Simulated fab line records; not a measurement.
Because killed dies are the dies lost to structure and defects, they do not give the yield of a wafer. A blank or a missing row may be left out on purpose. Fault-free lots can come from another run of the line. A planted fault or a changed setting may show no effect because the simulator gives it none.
fab line records | flow sky130
record lots=6 | wafers=18 | last_day=50
route steps=708 shown VT_ADJUST_NCORE@128 VT_ADJUST_HVTR@131 VT_ADJUST_PCH@143 PAD_OPEN@708
lots that met no fault: from a run of the same line without faults
start_h: the number of hours between the record's first day and the start of the first shown wafer of the lot | wait_h: how many hours have passed since the lot's step before this one | " repeats the value in the row above | L1.1+2: a row that stands for several wafers | - no value present, or no start provided | * or withheld: withheld | < > ~ a bound
route shown NAME@n: a module of which the file shows steps, and the number in the route of the first | usual: mean and standard deviation over wafers with no fault | same: alike in all rows | chamber/n: place in a boat | sites: per-site readings | _std_site: standard deviation of those values | _edge_site: outer sites' mean less inner sites' | radius_mm: how far each site lies from the wafer's centre | mask NAME#n: copy n | behind: the most recent tool/chamber to have shaped the wafer | hold: why the lot was held/for how many hours/how that ended | device: the n, p or np transistor that did not switch | end of line: at the end of the route, the tests of the same wafers | step lacking rows: just its recipe | killed: not the wafer's yield, but the dies lost to structure and defects at the first sort | map: the dies of a wafer, with x for killed, . for not killed, _ for no die there
set.NAME: the setting the step ran with; set.NAME@STEP: the setting that earlier step ran with | model.NAME: the simulator's own value behind a step, which no gauge read
certain route steps with their lots: each step a table, each wafer a row
services: a tool's chamber out of use, with start hour (start_h, from the record's first day; less than 0 if before it), hours out, and reason
## steps
# step SKY_VT_ADJUST_NCORE_IMPLANT_09
# recipe species=B | energy_kev=10 | dose_cm2=2.4e+12 | tilt_deg=withheld
# step SKY_VT_ADJUST_NCORE_STRIP_10
# recipe chemistry=O2/N2 | power_w=1400 | pressure_mtorr=1500 | platen_temp_c=withheld | o2_flow_sccm=3000 | n2_flow_sccm=300 | overash_fraction=0.5
# usual drypump_motor_current_A=6.0/0.47 | oes_product_au=0.715/0.0043 | strip_time_to_endpoint_s=14.282/0.03
lot.wafer | tool            | chamber | start_h | wait_h | drypump_motor_current_A | oes_product_au | rf_hours_counter_h | strip_time_to_endpoint_s
L101.1    | plasma_asher-03 | 0       | 199.38  | 0.1    | 5.5                     | 0.712          | 30                 | 14.269
L101.2    | "               | 1       | "       | "      | 6.5                     | 0.714          | 30                 | 14.307
L101.5    | "               | 0       | "       | "      | 5.5                     | 0.710          | -                  | 14.290
L106.3    | plasma_asher-01 | 1       | 231.52  | 0.1    | 6.4                     | 0.714          | -                  | 14.281
L106.4    | "               | 0       | "       | "      | 5.5                     | 0.719          | -                  | 14.243
L106.5    | "               | 1       | "       | "      | 6.4                     | 0.714          | -                  | 14.239
L114.1    | plasma_asher-01 | 0       | 286.28  | 0.1    | 5.5                     | 0.718          | 17                 | 14.253
L114.3    | "               | 0       | "       | "      | 5.5                     | 0.713          | -                  | 14.290
L114.5    | "               | 1       | "       | "      | 6.4                     | 0.703          | -                  | 14.267
L115.2    | plasma_asher-03 | 1       | 301.38  | 0.1    | 6.5                     | 0.713          | 40                 | 14.257
L115.3    | "               | 0       | "       | "      | 5.5                     | 0.711          | -                  | 14.324
L115.4    | "               | 1       | "       | "      | 6.5                     | 0.711          | -                  | 14.298
L117.2    | plasma_asher-01 | 0       | 317.18  | 0.1    | 5.5                     | 0.718          | 20                 | 14.298
L117.5    | "               | 1       | "       | "      | 6.4                     | 0.714          | -                  | 14.332
L117.6    | "               | 0       | "       | "      | 5.5                     | 0.717          | -                  | 14.311
L120.2    | plasma_asher-01 | 0       | 346.38  | 0.1    | 5.5                     | 0.709          | 24                 | 14.240
L120.3    | "               | 0       | "       | "      | 5.5                     | 0.713          | -                  | 14.258
L120.6    | "               | 1       | "       | "      | 6.4                     | 0.724          | -                  | 14.204
# step SKY_VT_ADJUST_NCORE_TW_MEAS_11
# usual VT_ADJUST_NCORE_TW=217.3/1.9
lot.wafer | tool          | chamber | start_h | wait_h | VT_ADJUST_NCORE_TW
L101.1    | film_metro-02 | -       | 199.48  | 0.1    | 213.9
L101.2    | "             | -       | "       | "      | 212.8
L101.5    | "             | -       | "       | "      | 215.1
L106.3    | film_metro-01 | -       | 231.60  | 0.1    | 218.6
L106.4    | "             | -       | "       | "      | 218.2
L106.5    | "             | -       | "       | "      | 218.0
L114.1    | film_metro-03 | -       | 286.38  | 0.1    | 217.7
L114.3    | "             | -       | "       | "      | 218.6
L114.5    | "             | -       | "       | "      | 218.6
L115.2    | film_metro-03 | -       | 301.49  | 0.1    | 217.8
L115.3    | "             | -       | "       | "      | 218.4
L115.4    | "             | -       | "       | "      | 218.4
L117.2    | film_metro-02 | -       | 317.29  | 0.1    | 216.3
L117.5    | "             | -       | "       | "      | 217.0
L117.6    | "             | -       | "       | "      | 215.5
L120.2    | film_metro-02 | -       | 346.49  | 0.1    | 215.4
L120.3    | "             | -       | "       | "      | 214.4
L120.6    | "             | -       | "       | "      | 214.6
# step SKY_VT_ADJUST_HVTR_DEHYDRATE_00
# recipe temp_c=200 | time_s=60
# step SKY_VT_ADJUST_HVTR_HMDS_01
# recipe prime_time_s=60 | prime_temp_c=120
# step SKY_VT_ADJUST_HVTR_COAT_02
# recipe resist=NOVOLAK | spin_rpm=3000 | resist_thk_nm=1140
# step SKY_VT_ADJUST_HVTR_SOFTBAKE_03
# recipe temp_c=90 | time_s=60 | resist=NOVOLAK
# step SKY_VT_ADJUST_HVTR_EXPOSE_04
# recipe mask_id=HVTRM | target_cd_nm=380 | na=0.6 | source_shape=conventional | sigma_outer=0.6 | dose_mj=150
# step SKY_VT_ADJUST_HVTR_PEB_05
# recipe temp_c=withheld | time_s=* | resist=NOVOLAK
# step SKY_VT_ADJUST_HVTR_DEVELOP_06
# recipe develop_time_s=60 | dev_temp_c=23
# step SKY_VT_ADJUST_HVTR_CD_MEAS_07
# recipe target_cd_nm=380
# usual cd_nm=379.6/3
lot.wafer | tool      | chamber | start_h | wait_h | cd_nm
L101.1    | cd_sem-02 | -       | 220.45  | 0.1    | 382.1
L101.2    | "         | -       | "       | "      | 379.4
L101.5    | "         | -       | "       | "      | 381.5
L106.3    | cd_sem-02 | -       | 255.08  | 0.1    | 378.2
L106.4    | "         | -       | "       | "      | 376.4
L106.5    | "         | -       | "       | "      | 377.9
L114.1    | cd_sem-02 | -       | 311.24  | 0.1    | 378.4
L114.3    | "         | -       | "       | "      | 380.4
L114.5    | "         | -       | "       | "      | 379.6
L115.2    | cd_sem-02 | -       | 326.27  | 0.1    | 378.2
L115.3    | "         | -       | "       | "      | 376.9
L115.4    | "         | -       | "       | "      | 378.5
L117.2    | cd_sem-02 | -       | 343.65  | 0.1    | 378.1
L117.5    | "         | -       | "       | "      | 374.7
L117.6    | "         | -       | "       | "      | 375.5
L120.2    | cd_sem-01 | -       | 373.81  | 0.1    | 380.4
L120.3    | "         | -       | "       | "      | 378.1
L120.6    | "         | -       | "       | "      | 379.6
# step SKY_VT_ADJUST_HVTR_OVL_MEAS_08
# usual VT_ADJUST_HVTR_OVL=-0.9/1.3
lot.wafer | tool       | chamber | start_h | wait_h | VT_ADJUST_HVTR_OVL[nm]
L101.1    | overlay-02 | -       | 220.57  | 0.1    | -1.7
L101.2    | "          | -       | "       | "      | -0.7
L101.5    | "          | -       | "       | "      | 0.8
L106.3    | overlay-01 | -       | 255.17  | 0.1    | 2.0
L106.4    | "          | -       | "       | "      | 1.4
L106.5    | "          | -       | "       | "      | -0.1
L114.1    | overlay-02 | -       | 311.36  | 0.1    | -0.7
L114.3    | "          | -       | "       | "      | -2.2
L114.5    | "          | -       | "       | "      | -1.3
L115.2    | overlay-01 | -       | 326.38  | 0.1    | 0.2
L115.3    | "          | -       | "       | "      | 0.9
L115.4    | "          | -       | "       | "      | 2.7
L117.2    | overlay-02 | -       | 343.75  | 0.1    | -0.3
L117.5    | "          | -       | "       | "      | 0.5
L117.6    | "          | -       | "       | "      | -1.7
L120.2    | overlay-02 | -       | 373.91  | 0.1    | -1.5
L120.3    | "          | -       | "       | "      | -3.5
L120.6    | "          | -       | "       | "      | -3.1
# step SKY_VT_ADJUST_HVTR_IMPLANT_09
# recipe species=B | energy_kev=10 | dose_cm2=2.1e+12 | tilt_deg=withheld
# usual beam_on_s=10.03/0.2 | dose_ions_cm2=2.0995e+12/2.2e+09 | faraday_current_uA=11.81/0.23
lot.wafer | tool         | chamber | start_h | wait_h | beam_on_s | dose_ions_cm2 | faraday_current_uA
L101.1    | implanter-01 | 0       | 220.61  | 0.0    | 9.86      | 2.0978e+12    | 11.98
L101.2    | "            | 0       | "       | "      | 9.83      | 2.1012e+12    | 12.04
L101.5    | "            | 0       | "       | "      | 10.07     | 2.0987e+12    | 11.80
L106.3    | implanter-03 | 0       | 255.24  | 0.1    | 10.30     | 2.0975e+12    | 11.45
L106.4    | "            | 0       | "       | "      | 10.25     | 2.1005e+12    | 11.57
L106.5    | "            | 0       | "       | "      | 9.92      | 2.0989e+12    | 11.85
L114.1    | implanter-01 | 0       | 311.39  | 0.0    | 9.59      | 2.139e+11     | 1.23
L114.3    | "            | 0       | "       | "      | 9.98      | 2.134e+11     | 1.18
L114.5    | "            | 0       | "       | "      | 9.81      | 2.124e+11     | 1.21
L115.2    | implanter-01 | 0       | 326.43  | 0.0    | 10.20     | 2.065e+11     | 1.15
L115.3    | "            | 0       | "       | "      | 10.33     | 2.091e+11     | 1.14
L115.4    | "            | 0       | "       | "      | 10.29     | 2.105e+11     | 1.14
L117.2    | implanter-04 | 0       | 343.81  | 0.0    | 9.82      | 2.0999e+12    | 12.00
L117.5    | "            | 0       | "       | "      | 9.94      | 2.0995e+12    | 11.96
L117.6    | "            | 0       | "       | "      | 10.15     | 2.1008e+12    | 11.67
L120.2    | implanter-04 | 0       | 373.97  | 0.0    | 10.24     | 2.0961e+12    | 11.56
L120.3    | "            | 0       | "       | "      | 9.74      | 2.0968e+12    | 12.09
L120.6    | "            | 0       | "       | "      | 9.90      | 2.0989e+12    | 11.91
# step SKY_VT_ADJUST_HVTR_STRIP_10
# recipe chemistry=O2/N2 | power_w=1400 | pressure_mtorr=1500 | platen_temp_c=withheld | o2_flow_sccm=3000 | n2_flow_sccm=300 | overash_fraction=0.5
# usual drypump_motor_current_A=5.9/0.51 | oes_product_au=0.715/0.0046 | strip_time_to_endpoint_s=14.20/0.041
lot.wafer | tool            | chamber | start_h | wait_h | drypump_motor_current_A | oes_product_au | rf_hours_counter_h | strip_time_to_endpoint_s
L101.1    | plasma_asher-03 | 0       | 220.76  | 0.1    | 5.5                     | 0.724          | 32                 | 14.21
L101.2    | "               | 1       | "       | "      | 6.5                     | 0.715          | 32                 | 14.20
L101.5    | "               | 0       | "       | "      | 5.5                     | 0.703          | -                  | 14.24
L106.3    | plasma_asher-04 | 1       | 255.38  | 0.1    | 5.1                     | 0.715          | -                  | 14.18
L106.4    | "               | 0       | "       | "      | 6.2                     | 0.719          | -                  | 14.22
L106.5    | "               | 1       | "       | "      | 5.1                     | 0.718          | -                  | 14.18
L114.1    | plasma_asher-03 | 1       | 311.54  | 0.1    | 6.5                     | 0.715          | 41                 | 14.24
L114.3    | "               | 0       | "       | "      | 5.5                     | 0.720          | -                  | 14.22
L114.5    | "               | 0       | "       | "      | 5.5                     | 0.717          | -                  | 14.16
L115.2    | plasma_asher-03 | 1       | 326.56  | 0.1    | 6.4                     | 0.718          | 43                 | 14.25
L115.3    | "               | 1       | "       | "      | 6.5                     | 0.718          | -                  | 14.26
L115.4    | "               | 0       | "       | "      | 5.5                     | 0.720          | -                  | 14.26
L117.2    | plasma_asher-03 | 0       | 343.93  | 0.1    | 5.5                     | 0.717          | 44                 | 14.15
L117.5    | "               | 1       | "       | "      | 6.5                     | 0.713          | -                  | 14.15
L117.6    | "               | 0       | "       | "      | 5.5                     | 0.713          | -                  | 14.19
L120.2    | plasma_asher-02 | 0       | 374.09  | 0.1    | 5.4                     | 0.713          | 68                 | 14.24
L120.3    | "               | 1       | "       | "      | 6.4                     | 0.724          | -                  | 14.25
L120.6    | "               | 1       | "       | "      | 6.4                     | 0.711          | -                  | 14.22
# step SKY_VT_ADJUST_HVTR_TW_MEAS_11
# usual VT_ADJUST_HVTR_TW=210.9/1.1
lot.wafer | tool          | chamber | start_h | wait_h | VT_ADJUST_HVTR_TW
L101.1    | film_metro-01 | -       | 220.86  | 0.1    | 209.6
L101.2    | "             | -       | "       | "      | 209.3
L101.5    | "             | -       | "       | "      | 209.6
L106.3    | film_metro-01 | -       | 255.46  | 0.1    | 211.1
L106.4    | "             | -       | "       | "      | 212.0
L106.5    | "             | -       | "       | "      | 211.8
L114.1    | film_metro-01 | -       | 311.64  | 0.1    | 114.0
L114.3    | "             | -       | "       | "      | 112.8
L114.5    | "             | -       | "       | "      | 113.5
L115.2    | film_metro-03 | -       | 326.67  | 0.1    | 115.5
L115.3    | "             | -       | "       | "      | 114.4
L115.4    | "             | -       | "       | "      | 115.2
L117.2    | film_metro-01 | -       | 344.04  | 0.1    | 210.5
L117.5    | "             | -       | "       | "      | 209.1
L117.6    | "             | -       | "       | "      | 209.3
L120.2    | film_metro-04 | -       | 374.20  | 0.1    | 212.3
L120.3    | "             | -       | "       | "      | 212.9
L120.6    | "             | -       | "       | "      | 212.9
# step SKY_VT_ADJUST_PCH_DEHYDRATE_00
# recipe temp_c=200 | time_s=60
# step SKY_PAD_OPEN_PROBE_99
# usual killed_at_M0_to_M3=43/5.9 | killed_at_M4_up=3.3/1.9 | killed_at_contacts=24/5.6 | killed_at_front_end=15/4.1 | killed_at_other=0.4/0.66 | killed_dies=86/9 | killed_open=47/6.9 | killed_short=39/6.2
# same gross_dies=492 | killed_at_back_side=0
lot.wafer | tool      | chamber | start_h | wait_h | killed_at_M0_to_M3 | killed_at_M4_up | killed_at_contacts | killed_at_front_end | killed_at_other | killed_dies | killed_open | killed_short | model.etest.pfet_01v8_mvt.drive_ua_um | model.etest.pfet_01v8_mvt.off_log10_a_um | model.etest.pfet_01v8_mvt.vt_sat_v | model.etest.pfet_01v8_mvt.vt_v | model.etest.pfet_01v8_mvt.vt_long_v
L101.1    | prober-01 | -       | 1087.00 | 0.1    | 37                 | 3               | 26                 | 18                  | 1               | 85          | 49          | 35           | 151.1                                 | -11.24                                   | -0.6037                            | -0.6865                        | -0.8853
L101.2    | prober-01 | -       | 1087.05 | 0.1    | 48                 | 3               | 26                 | 19                  | 3               | 99          | 45          | 51           | 151.7                                 | -11.09                                   | -0.6026                            | -0.6847                        | -0.8889
L101.5    | prober-01 | -       | 1087.20 | 0.2    | 43                 | 3               | 21                 | 18                  | 1               | 86          | 40          | 42           | 152.9                                 | -11.11                                   | -0.6008                            | -0.684                         | -0.8838
L106.3    | prober-02 | -       | 1107.67 | 0.2    | 40                 | 6               | 22                 | 13                  | 0               | 81          | 43          | 38           | 154.4                                 | -10.68                                   | -0.5609                            | -0.6489                        | -0.8536
L106.4    | prober-02 | -       | 1107.72 | 0.2    | 48                 | 1               | 16                 | 13                  | 0               | 78          | 42          | 36           | 152.2                                 | -10.63                                   | -0.5603                            | -0.6484                        | -0.8534
L106.5    | prober-02 | -       | 1107.77 | 0.2    | 39                 | 2               | 32                 | 17                  | 0               | 90          | 51          | 38           | 153.5                                 | -10.75                                   | -0.5625                            | -0.6515                        | -0.8601
L114.1    | prober-02 | -       | 1160.45 | 0.1    | 37                 | 1               | 25                 | 15                  | 0               | 78          | 40          | 38           | 123.5                                 | -12.91                                   | -0.7882                            | -0.8382                        | -1.022
L114.3    | prober-02 | -       | 1160.55 | 0.2    | 37                 | 6               | 21                 | 17                  | 1               | 82          | 38          | 44           | 124.2                                 | -12.75                                   | -0.782                             | -0.8329                        | -1.02
L114.5    | prober-02 | -       | 1160.65 | 0.2    | 43                 | 5               | 27                 | 23                  | 0               | 98          | 60          | 38           | 122.5                                 | -12.77                                   | -0.7842                            | -0.835                         | -1.022
L115.2    | prober-01 | -       | 1167.92 | 0.1    | 46                 | 6               | 25                 | 15                  | 0               | 92          | 48          | 44           | 114.5                                 | -12.99                                   | -0.8115                            | -0.8601                        | -1.038
L115.3    | prober-01 | -       | 1167.97 | 0.2    | 47                 | 0               | 32                 | 20                  | 0               | 99          | 56          | 43           | 118.1                                 | -12.92                                   | -0.806                             | -0.8526                        | -1.034
L115.4    | prober-01 | -       | 1168.02 | 0.2    | 37                 | 8               | 32                 | 13                  | 0               | 90          | 46          | 44           | 117.3                                 | -12.99                                   | -0.8111                            | -0.8559                        | -1.035
L117.2    | prober-02 | -       | 1179.67 | 0.1    | 39                 | 1               | 27                 | 13                  | 0               | 80          | 40          | 40           | 145.1                                 | -11.16                                   | -0.6062                            | -0.6866                        | -0.8869
L117.5    | prober-02 | -       | 1179.82 | 0.2    | 40                 | 4               | 15                 | 20                  | 0               | 79          | 42          | 37           | 147.2                                 | -11.39                                   | -0.6019                            | -0.6845                        | -0.8892
L117.6    | prober-02 | -       | 1179.87 | 0.2    | 42                 | 0               | 24                 | 19                  | 1               | 86          | 49          | 36           | 147.1                                 | -11.16                                   | -0.6023                            | -0.6839                        | -0.8876
L120.2    | prober-02 | -       | 1199.26 | 0.1    | 31                 | 5               | 24                 | 23                  | 0               | 83          | 39          | 44           | 154.1                                 | -10.67                                   | -0.5609                            | -0.6518                        | -0.8597
L120.3    | prober-02 | -       | 1199.31 | 0.2    | 37                 | 4               | 14                 | 13                  | 1               | 69          | 36          | 33           | 154.1                                 | -10.51                                   | -0.5586                            | -0.6462                        | -0.8602
L120.6    | prober-02 | -       | 1199.46 | 0.2    | 37                 | 4               | 21                 | 9                   | 0               | 71          | 42          | 29           | 151.3                                 | -10.56                                   | -0.5522                            | -0.6404                        | -0.854
# killed by level:class
L101.1 CONTACT:geometric_particle:open=10 VIA1:geometric_particle:open=7 FIELD_ISO:geometric_particle:open=6 LI_CONTACT:geometric_particle:open=6 METAL2:geometric_particle:short=5 VIA2:geometric_particle:open=5 LOCAL_INTERCONNECT:geometric_particle:short=4 VIA2:geometric_particle:short=4
L101.2 CONTACT:geometric_particle:open=15 METAL2:geometric_particle:short=11 FIELD_ISO:geometric_particle:short=9 VIA1:geometric_particle:open=7 VIA2:geometric_particle:open=7 VIA3:geometric_particle:open=6 CONTACT:geometric_particle:short=5 METAL3:geometric_particle:short=5
L101.5 CONTACT:geometric_particle:open=9 METAL2:geometric_particle:short=9 VIA1:geometric_particle:short=6 VIA2:geometric_particle:open=6 CONTACT:geometric_particle:short=5 VIA1:geometric_particle:open=5 FIELD_ISO:geometric_particle:open=4 FIELD_ISO:geometric_particle:short=4
L106.3 LI_CONTACT:geometric_particle:open=7 VIA3:geometric_particle:open=7 VIA1:geometric_particle:open=7 VIA1:geometric_particle:short=7 CONTACT:geometric_particle:short=6 CONTACT:geometric_particle:open=5 VIA2:geometric_particle:open=5 VIA3:geometric_particle:short=5
L106.4 METAL2:geometric_particle:short=10 VIA1:geometric_particle:open=8 VIA3:geometric_particle:open=8 CONTACT:geometric_particle:open=7 METAL3:geometric_particle:short=5 VIA2:geometric_particle:open=4 LI_CONTACT:geometric_particle:open=4 FIELD_ISO:geometric_particle:short=3
L106.5 CONTACT:geometric_particle:open=14 VIA2:geometric_particle:open=8 LI_CONTACT:geometric_particle:open=7 VIA1:geometric_particle:open=6 FIELD_ISO:geometric_particle:open=5 VIA3:geometric_particle:open=5 CONTACT:geometric_particle:short=5 METAL2:geometric_particle:short=5
L114.1 CONTACT:geometric_particle:open=11 METAL1:geometric_particle:short=8 FIELD_ISO:geometric_particle:open=6 METAL2:geometric_particle:short=5 VIA3:geometric_particle:open=5 LI_CONTACT:geometric_particle:open=4 LOCAL_INTERCONNECT:geometric_particle:short=4 CONTACT:geometric_particle:short=4
L114.3 VIA2:geometric_particle:open=8 LI_CONTACT:geometric_particle:open=7 CONTACT:geometric_particle:open=7 CONTACT:geometric_particle:short=6 VIA1:geometric_particle:short=6 METAL1:geometric_particle:short=6 METAL2:geometric_particle:short=6 FIELD_ISO:geometric_particle:short=5
L114.5 CONTACT:geometric_particle:open=17 VIA3:geometric_particle:open=11 METAL2:geometric_particle:short=10 POLY_GATE:geometric_particle:short=6 VIA1:geometric_particle:open=6 FIELD_ISO:geometric_particle:open=5 LI_CONTACT:geometric_particle:open=4 CONTACT:geometric_particle:short=4
L115.2 VIA1:geometric_particle:open=11 CONTACT:geometric_particle:open=9 VIA3:geometric_particle:open=7 LI_CONTACT:geometric_particle:open=6 POLY_GATE:geometric_particle:short=6 METAL4:geometric_particle:short=6 LOCAL_INTERCONNECT:geometric_particle:short=5 METAL1:geometric_particle:short=5
L115.3 CONTACT:geometric_particle:open=10 VIA1:geometric_particle:open=9 LI_CONTACT:geometric_particle:open=9 VIA1:geometric_particle:short=8 VIA2:geometric_particle:open=8 METAL1:geometric_particle:short=6 POLY_GATE:geometric_particle:short=5 POLY_GATE:geometric_particle:open=5
L115.4 CONTACT:geometric_particle:open=14 LI_CONTACT:geometric_particle:open=8 METAL2:geometric_particle:short=7 VIA1:geometric_particle:open=7 POLY_GATE:geometric_particle:short=6 METAL4:geometric_particle:short=6 CONTACT:geometric_particle:short=5 VIA3:geometric_particle:open=5
L117.2 CONTACT:geometric_particle:open=12 VIA1:geometric_particle:open=9 LI_CONTACT:geometric_particle:open=7 METAL1:geometric_particle:short=5 POLY_GATE:geometric_particle:open=5 METAL2:geometric_particle:short=5 VIA3:geometric_particle:short=4 VIA2:geometric_particle:open=4
L117.5 FIELD_ISO:geometric_particle:open=8 VIA1:geometric_particle:open=8 VIA2:geometric_particle:open=7 METAL1:geometric_particle:short=6 VIA2:geometric_particle:short=5 POLY_GATE:geometric_particle:open=4 LI_CONTACT:geometric_particle:open=4 CONTACT:geometric_particle:open=4
L117.6 VIA1:geometric_particle:open=13 LI_CONTACT:geometric_particle:open=9 FIELD_ISO:geometric_particle:short=7 VIA2:geometric_particle:open=7 VIA3:geometric_particle:open=6 LOCAL_INTERCONNECT:geometric_particle:short=5 CONTACT:geometric_particle:open=5 VIA1:geometric_particle:short=5
L120.2 LI_CONTACT:geometric_particle:open=9 FIELD_ISO:geometric_particle:short=6 VIA1:geometric_particle:open=6 CONTACT:geometric_particle:open=6 FIELD_ISO:geometric_particle:open=5 METAL4:geometric_particle:short=5 METAL1:geometric_particle:short=5 VIA1:geometric_particle:short=5
L120.3 VIA1:geometric_particle:open=9 METAL2:geometric_particle:short=6 VIA2:geometric_particle:open=5 VIA3:geometric_particle:open=5 METAL4:geometric_particle:short=4 CONTACT:geometric_particle:open=4 VIA1:geometric_particle:short=4 POLY_GATE:geometric_particle:open=3
L120.6 VIA2:geometric_particle:open=9 CONTACT:geometric_particle:open=8 VIA1:geometric_particle:open=6 METAL2:geometric_particle:short=5 LI_CONTACT:geometric_particle:open=4 LOCAL_INTERCONNECT:geometric_particle:short=4 CONTACT:geometric_particle:short=4 VIA2:geometric_particle:short=4
## services
tool            | chamber | start_h | hours | kind
plasma_asher-02 | -       | 176.08  | 14.5  | repair
implanter-03    | -       | 179.08  | 0.5   | repair
implanter-04    | -       | 226.71  | 21.7  | pm
implanter-01    | -       | 288.91  | 3.0   | repair
implanter-04    | -       | 293.11  | 2.5   | pm
implanter-04    | -       | 324.23  | 2.2   | repair
implanter-01    | -       | 333.41  | 3.4   | pm
implanter-03    | -       | 336.95  | 4.7   | pm
plasma_asher-02 | -       | 338.39  | 8.6   | repair
plasma_asher-01 | -       | 341.42  | 1.0   | repair
plasma_asher-02 | -       | 370.82  | 0.4   | repair
## key
first_sign step=SKY_VT_ADJUST_HVTR_IMPLANT_09 | reading=dose_ions_cm2 | direction=down | sigmas=99+ | usual=* | struck=*
effect step=SKY_VT_ADJUST_HVTR_IMPLANT_09 | reading=faraday_current_uA | direction=down | sigmas=45 | usual=11.81 | struck=1.18
effect step=SKY_VT_ADJUST_HVTR_TW_MEAS_11 | reading=VT_ADJUST_HVTR_TW | direction=down | sigmas=86 | usual=210.9 | struck=114.2
model_effect step=SKY_PAD_OPEN_PROBE_99 | value=etest.pfet_01v8_mvt.drive_ua_um | without=152.9 | struck=120
met_at SKY_VT_ADJUST_HVTR_IMPLANT_09
struck_wafers L114.1,L114.3,L114.5,L115.2,L115.3,L115.4
tester_left_out L114,L115
onset_between 220.61 311.39
fault kind=process_parameter_drift | tool=implanter-01 | chamber=- | onset_h=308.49 | steps=SKY_VT_ADJUST_HVTR_IMPLANT_09 | channel=dose_cm2 | offset=* | shape=step | end_h=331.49 | acts_in=* | stated=*
# tester_left_out: of these lots the tester's yield and bins aren't shown, on N5 and GAA mostly nor the transistor test; their killed dies are dies lost to structure and defects alone, not to doping, threshold or leakage, so they don't give the yield
